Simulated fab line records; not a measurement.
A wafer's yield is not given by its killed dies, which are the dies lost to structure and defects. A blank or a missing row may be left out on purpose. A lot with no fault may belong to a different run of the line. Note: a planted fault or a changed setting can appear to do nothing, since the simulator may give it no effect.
Which of the tools did it?    flow gf180mcu    14 lots, 42 wafers sampled, at 3 steps of a route of 602

== WHAT THE GAUGES READ, wafer by wafer ==
GF_MVSD_TW_MEAS_11. Usual: MVSD_TW typically reads 1583, with standard deviation 6.8.
lot   measured     on            MVSD_TW         flag
L831  day 4 21:38  filmMetro-04  1579 1583 1583  
L835  day 5 22:08  filmMetro-03  1587 1586 1579  
L836  day 6 02:31  filmMetro-04  1659 1673 1658  OFF
L837  day 6 08:37  filmMetro-01  1653 1651 1649  OFF
L840  day 7 02:26  filmMetro-01  1584 1580 1594  
L843  day 7 20:08  filmMetro-04  1587 1584 1584  
L844  day 8 03:05  filmMetro-03  1586 1591 1588  
L845  day 8 07:35  filmMetro-01  1585 1585 1596  
L846  day 8 13:41  filmMetro-01  1588 1574 1587  
L848  day 8 23:44  filmMetro-03  1575 1583 1598  
L849  day 9 04:22  filmMetro-04  1578 1571 1571  
L850  day 9 10:17  filmMetro-04  1579 1581 1582  
L851  day 9 18:14  filmMetro-04  1577 1576 1572  
L852  day 9 22:46  filmMetro-04  1586 1587 1580  

GF_VT_IMPLANT_RS_MEAS_46: measurement is done with a four-point probe. Usual: MVSD_RS typically reads 456.4 ohm/sq, with standard deviation 1.3.
lot   measured      on            MVSD_RS (ohm/sq)   flag
L831  day 8 02:11   filmMetro-01  455.0 453.2 455.2  
L835  day 9 02:42   filmMetro-04  456.8 457.7 458.2  
L836  day 9 10:40   filmMetro-04  419.2 418.6 420.1  OFF
L837  day 9 17:07   filmMetro-03  417.1 417.6 417.8  OFF
L840  day 10 13:02  filmMetro-04  457.2 456.8 457.6  
L843  day 11 13:08  filmMetro-04  457.9 457.8 459.1  
L844  day 11 18:11  filmMetro-01  454.0 454.1 454.8  
L845  day 12 00:49  filmMetro-01  455.8 456.0 455.8  
L846  day 12 06:36  filmMetro-03  457.1 459.1 457.5  
L848  day 12 21:13  filmMetro-03  458.1 455.5 455.3  
L849  day 13 00:50  filmMetro-03  456.1 457.3 455.5  
L850  day 13 07:33  filmMetro-01  454.9 454.3 455.0  
L851  day 13 18:14  filmMetro-01  455.6 455.9 457.0  
L852  day 14 05:11  filmMetro-01  455.5 455.5 456.0  

== TOOL THAT RAN EACH LOT (tool first, then ch and the chambers of the sampled wafers, then the start) ==
lot   GF_MVSD_IMPLANT_08
L831  implanter-04 ch 0, day 4 21:14
L835  implanter-03 ch 0, day 5 21:44
L836  implanter-04 ch 0, day 6 02:08
L837  implanter-04 ch 0, day 6 08:14
L840  implanter-02 ch 0, day 7 02:02
L843  implanter-02 ch 0, day 7 19:44
L844  implanter-02 ch 0, day 8 02:43
L845  implanter-03 ch 0, day 8 07:11
L846  implanter-02 ch 0, day 8 13:17
L848  implanter-03 ch 0, day 8 23:22
L849  implanter-03 ch 0, day 9 03:58
L850  implanter-02 ch 0, day 9 09:53
L851  implanter-03 ch 0, day 9 17:50
L852  implanter-04 ch 0, day 9 22:22
- GF_MVSD_IMPLANT_08

== AS READ BY THE TOOLS THEMSELVES (means over the sampled wafers that have a number; for cases with no such wafer, the mark the record gives instead) ==
GF_MVSD_IMPLANT_08. Usual: doseIonsCm2 1.6003e+13, standard deviation 1.6e+10; faradayCurrentUA 90.0, standard deviation 1.7.
lot   tool          doseIonsCm2  faradayCurrentUA  flag
L831  implanter-04  1.5988e+13   88.8              
L835  implanter-03  1.5992e+13   89.7              
L836  implanter-04  1.9037e+13   107.6             OFF
L837  implanter-04  1.9029e+13   106.8             OFF
L840  implanter-02  1.5990e+13   90.3              
L843  implanter-02  1.6026e+13   89.6              
L844  implanter-02  1.6000e+13   89.1              
L845  implanter-03  1.5994e+13   90.4              
L846  implanter-02  1.6002e+13   90.0              
L848  implanter-03  1.6011e+13   89.2              
L849  implanter-03  1.6004e+13   91.6              
L850  implanter-02  1.5989e+13   90.0              
L851  implanter-03  1.5990e+13   90.8              
L852  implanter-04  1.6013e+13   89.8              

== THE ANSWER, worked out from the rows above alone ==
Rule: take the mean of a lot's wafers that have a number; if it is more than 3 standard deviations from the usual mean, the lot is off. A lot without any number at a reading at which 4 lots or more have one is off too. Any other lot the step has rows for is counted as sound. Order of review: gauges by route order, followed by the tools' own readings, for which a lot's mean as printed above is used. The first step at which some lot is off is used, and at that step the reading that is off furthest; a lot without a number counts as furthest.
Off: L836, L837, seen at GF_MVSD_TW_MEAS_11 (MVSD_TW).
If a tool, at a process step before that reading, ran all the lots that are off and no sound lot after the first of them, it fits. The gauges at GF_MVSD_TW_MEAS_11 aren't tried: what is off there is off at GF_MVSD_IMPLANT_08 too, on other tools, and a gauge's error can't cause that. None of those tried fits.

== WHAT THE SIMULATOR PUT IN ==
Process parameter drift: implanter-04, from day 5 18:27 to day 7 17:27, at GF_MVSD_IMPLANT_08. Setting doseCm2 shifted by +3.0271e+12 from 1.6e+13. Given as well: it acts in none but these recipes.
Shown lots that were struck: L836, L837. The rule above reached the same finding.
